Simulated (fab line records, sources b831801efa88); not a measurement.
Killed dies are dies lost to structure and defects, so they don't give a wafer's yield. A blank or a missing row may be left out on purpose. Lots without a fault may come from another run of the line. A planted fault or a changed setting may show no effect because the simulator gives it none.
Split-lot experiment | flow sfq_line | 5 lots, 23 wafers read, on a route of 325 steps

THE SPLIT
At SFQ_TRILAYER_C5_LITHO_COAT_156 (resist thk 62 nm), the setting resist_thk_nm was moved away from the recipe's 62 nm on 4 of the 23 wafers read, by -3.9% to +2.5%. The other wafers ran this setting at the recipe's value.

The reading is taken at the split's own step.

THE READING
BARC_of_TRILAYER_C5_LITHO_COAT_156.thk_nm (the simulator's own value, which no gauge read), in nm, at SFQ_TRILAYER_C5_LITHO_COAT_156 (resist thk 62 nm). The file gives no usual value for it. The 19 wafers here that ran the recipe average 62.07 nm, standard deviation 0.14 nm.

wafer  | tool, chamber at the split | resist_thk_nm as run, nm | against the recipe | BARC_of_TRILAYER_C5_LITHO_COAT_156.thk_nm, nm | against lot-mates on the recipe
L074.2 | litho_track-03, 0          | 62                       | recipe             | 61.89                                         | -
L074.3 | litho_track-03, 0          | 62                       | recipe             | 62.17                                         | -
L074.4 | litho_track-03, 0          | 62                       | recipe             | 62.04                                         | -
L074.5 | litho_track-03, 0          | 62                       | recipe             | 62.07                                         | -
L074.6 | litho_track-03, 0          | 62                       | recipe             | 62.07                                         | -
L076.1 | litho_track-02, 0          | 63.57                    | +2.5%              | 63.64                                         | +1.56
L076.2 | litho_track-02, 0          | 62                       | recipe             | 62.18                                         | -
L076.3 | litho_track-02, 0          | 63.57                    | +2.5%              | 63.63                                         | +1.55
L076.4 | litho_track-02, 0          | 62                       | recipe             | 62.16                                         | -
L076.6 | litho_track-02, 0          | 62                       | recipe             | 61.89                                         | -
L077.2 | litho_track-02, 0          | 59.56                    | -3.9%              | 59.62                                         | -2.42
L077.3 | litho_track-02, 0          | 62                       | recipe             | 62.16                                         | -
L077.4 | litho_track-02, 0          | 59.56                    | -3.9%              | 59.53                                         | -2.51
L077.5 | litho_track-02, 0          | 62                       | recipe             | 61.85                                         | -
L077.6 | litho_track-02, 0          | 62                       | recipe             | 62.11                                         | -
L079.1 | litho_track-03, 0          | 62                       | recipe             | 62.19                                         | -
L079.3 | litho_track-03, 0          | 62                       | recipe             | 62.06                                         | -
L079.4 | litho_track-03, 0          | 62                       | recipe             | 62.34                                         | -
L079.5 | litho_track-03, 0          | 62                       | recipe             | 62.25                                         | -
L079.6 | litho_track-03, 0          | 62                       | recipe             | 61.95                                         | -
L083.1 | litho_track-02, 0          | 62                       | recipe             | 62.05                                         | -
L083.2 | litho_track-02, 0          | 62                       | recipe             | 62.11                                         | -
L083.6 | litho_track-02, 0          | 62                       | recipe             | 61.76                                         | -

THE FIT
A straight line over all 23 wafers: BARC_of_TRILAYER_C5_LITHO_COAT_156.thk_nm changes by +0.629 nm for each +1% of resist_thk_nm; r = +0.99; the points scatter about the line by 0.14 nm.
The same after taking each lot's own level away (the mean of its wafers on the recipe; 23 wafers): +0.623 nm for each +1%; r = +0.99; scatter 0.12 nm.
On that fit, the largest move of resist_thk_nm shifts the reading by 2.5 nm.
The lots' own levels span 61.973 to 62.158 nm, that is 1.3 times the standard deviation above.
So the lot-to-lot level changes the slope little: the two slopes agree.
Check: with one of the wafers moved furthest among these (-3.9%) left out of the fit, the line predicts -2.48 nm for it against its lot-mates. It came out at -2.42 nm against them.

OTHER SPLITS ON THESE WAFERS
These wafers also went through other splits before the reading. Each is held against what the fit with the lots' levels taken away leaves over:
other split on the same wafers                    | wafers away from the commonest value | r with BARC_of_TRILAYER_C5_LITHO_COAT_156.thk_nm (lot level and that fit taken away)
SFQ_TRILAYER_M4_BARC_OPEN_METAL_ETCH_123 icp_w    | 10                                   | -0.02
SFQ_TRILAYER_I4_VIA_LITHO_COAT_103 spin_rpm       | 5                                    | -0.01
SFQ_TRILAYER_I4_VIA_BARC_OPEN_VIA_ETCH_146 bias_w | 8                                    | -0.25
SFQ_TRILAYER_JJ_TRILAYER_DEP_SPUTTER_109 time_s   | 9                                    | -0.10
SFQ_TRILAYER_JJ_CE_LITHO_COAT_114 resist_thk_nm   | 8                                    | -0.21
SFQ_TRILAYER_JJ_CE_BARC_OPEN_RIE_150 bias_w       | 10                                   | +0.15
SFQ_TRILAYER_M5_LITHO_PEB_126 peb_temp_c          | 5                                    | -0.16
SFQ_TRILAYER_R5_DEP_SPUTTER_134 power_w           | 7                                    | +0.07
SFQ_TRILAYER_R5_LITHO_COAT_136 resist_thk_nm      | 9                                    | -0.14
SFQ_TRILAYER_R5_ETCH_METAL_ETCH_139 bias_w        | 7                                    | -0.36
SFQ_TRILAYER_A5C_DEP_PECVD_142 time_s             | 6                                    | -0.13

THE FILE'S OWN FIT
BARC_of_TRILAYER_C5_LITHO_COAT_156.thk_nm changes by +0.623 nm for each +1% of resist_thk_nm, r = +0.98.
